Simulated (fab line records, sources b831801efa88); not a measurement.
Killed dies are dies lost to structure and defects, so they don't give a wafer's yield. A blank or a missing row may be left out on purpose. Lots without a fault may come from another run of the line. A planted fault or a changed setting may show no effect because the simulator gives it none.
Which tool did it? | flow sky130 | 15 lots, 45 wafers sampled, at 3 steps of a route of 708

WHAT THE GAUGES READ, wafer by wafer
SKY_VT_ADJUST_HVTP_CD_MEAS_07: target cd 380 nm.
lot  | measured     | on        | cd_nm (nm)
L662 | day 6 09:11  | cd_sem-01 | 378 379 379
L665 | day 7 01:37  | cd_sem-01 | 378 376 377
L666 | day 7 10:18  | cd_sem-02 | 373 373 373
L668 | day 7 22:44  | cd_sem-01 | 379 377 379
L670 | day 8 14:29  | cd_sem-02 | 378 378 377
L671 | day 8 15:37  | cd_sem-02 | 380 380 382
L672 | day 8 23:55  | cd_sem-01 | 384 382 383
L673 | day 9 06:32  | cd_sem-01 | 380 379 379
L674 | day 9 11:52  | cd_sem-01 | 375 377 376
L675 | day 9 16:29  | cd_sem-01 | 377 376 379
L676 | day 9 22:38  | cd_sem-02 | 380 381 382
L677 | day 10 04:31 | cd_sem-02 | 381 381 380
L678 | day 10 12:11 | cd_sem-02 | 377 378 380
L680 | day 10 23:55 | cd_sem-02 | 383 385 385
L684 | day 11 22:22 | cd_sem-02 | 374 375 374

SKY_LDD_N_OVL_MEAS_07.
lot  | measured     | on         | LDD_N_OVL (nm)
L662 | day 18 02:51 | overlay-01 | -0.6 -1.9 -0.2
L665 | day 18 22:47 | overlay-01 | 2.2 0.4 0.3
L666 | day 19 12:26 | overlay-02 | 0.1 -1.5 -1.1
L668 | day 20 08:36 | overlay-01 | -2.8 -0.9 2.0
L670 | day 21 03:44 | overlay-02 | -1.5 0.0 0.0
L671 | day 21 06:43 | overlay-01 | 1.7 0.9 0.3
L672 | day 21 21:02 | overlay-01 | -2.3 -0.7 -0.7
L673 | day 22 05:35 | overlay-02 | 0.5 -3.3 -2.6
L674 | day 22 16:32 | overlay-01 | 0.3 -0.8 0.2
L675 | day 22 23:26 | overlay-01 | -2.1 -0.4 -0.5
L676 | day 23 02:56 | overlay-02 | -1.9 -3.5 -2.1
L677 | day 23 11:58 | overlay-01 | -0.7 0.0 0.5
L678 | day 23 21:08 | overlay-01 | -0.5 -1.9 -2.1
L680 | day 24 11:13 | overlay-01 | -2.7 -1.7 -1.0
L684 | day 25 16:20 | overlay-02 | -2.0 -0.4 -1.5

WHICH TOOL RAN EACH LOT (tool, then ch and the chambers of the sampled wafers, then the start)
lot  | SKY_VT_ADJUST_PCH_DEVELOP_06
L662 | litho_track-02 ch 0, day 10 17:00
L665 | litho_track-02 ch 0, day 11 12:00
L666 | litho_track-03 ch 0, day 11 23:00
L668 | litho_track-01 ch 0, day 12 14:00
L670 | litho_track-03 ch 0, day 13 08:00
L671 | litho_track-03 ch 0, day 13 10:00
L672 | litho_track-02 ch 0, day 13 20:00
L673 | litho_track-02 ch 0, day 14 04:00
L674 | litho_track-03 ch 0, day 14 11:00
L675 | litho_track-03, day 14 16:00
L676 | litho_track-02, day 14 22:00
L677 | litho_track-01, day 15 08:00
L678 | litho_track-02 ch 0, day 15 15:00
L680 | litho_track-02 ch 0, day 16 07:00
L684 | litho_track-03 ch 0, day 17 10:00
- SKY_VT_ADJUST_PCH_DEVELOP_06: develop time 60 s.

WHAT THE TOOLS THEMSELVES READ (means of the sampled wafers that have a number; where no wafer has one, the mark that the record gives instead)
SKY_VT_ADJUST_PCH_DEVELOP_06.
lot  | tool           | chill_plate_temp_C (C) | developer_temp_C (C)
L662 | litho_track-02 | 23.04                  | 23.08
L665 | litho_track-02 | 22.95                  | 23.08
L666 | litho_track-03 | 22.99                  | 23.09
L668 | litho_track-01 | 23.06                  | 22.98
L670 | litho_track-03 | 22.90                  | 23.12
L671 | litho_track-03 | 22.97                  | 23.10
L672 | litho_track-02 | 22.99                  | 22.90
L673 | litho_track-02 | 23.01                  | 23.11
L674 | litho_track-03 | 23.09                  | 22.98
L675 | litho_track-03 | -                      | -
L676 | litho_track-02 | -                      | -
L677 | litho_track-01 | -                      | -
L678 | litho_track-02 | 23.03                  | 23.02
L680 | litho_track-02 | 22.95                  | 23.22
L684 | litho_track-03 | 22.93                  | 22.96

THE ANSWER, worked out from the rows above alone
Rule: what is usual is taken from the lots themselves. Put in order of their means at a reading, lots are off if they are a third of the lots or fewer, leave a main group of 4 or more, and stand apart from it by a gap of 3 or more times the standard deviation of the main group's means; of several such gaps the widest counts. A main group whose means are all the same, to the digits that the tables above print for the reading, isn't used. A lot without any number at a reading at which 4 lots or more have one is off too. The other lots that the step has rows for count as sound. The gauges are gone through in route order, then the tools' own readings, and for those a lot's mean is taken as printed above. The first step at which some lot is off is used, and at that step the reading that is off furthest; a lot without a number counts as furthest.
Off: L675, L676, L677, at SKY_VT_ADJUST_PCH_DEVELOP_06 (chill_plate_temp_C). Without a number there: L675, L676, L677. The main group: mean 22.99 C, standard deviation 0.054.
A tool fits if, at that step or a process step before it, it ran every lot that is off, and no sound lot after the first of them. None of those tried fits.

WHAT THE SIMULATOR HAD PUT IN
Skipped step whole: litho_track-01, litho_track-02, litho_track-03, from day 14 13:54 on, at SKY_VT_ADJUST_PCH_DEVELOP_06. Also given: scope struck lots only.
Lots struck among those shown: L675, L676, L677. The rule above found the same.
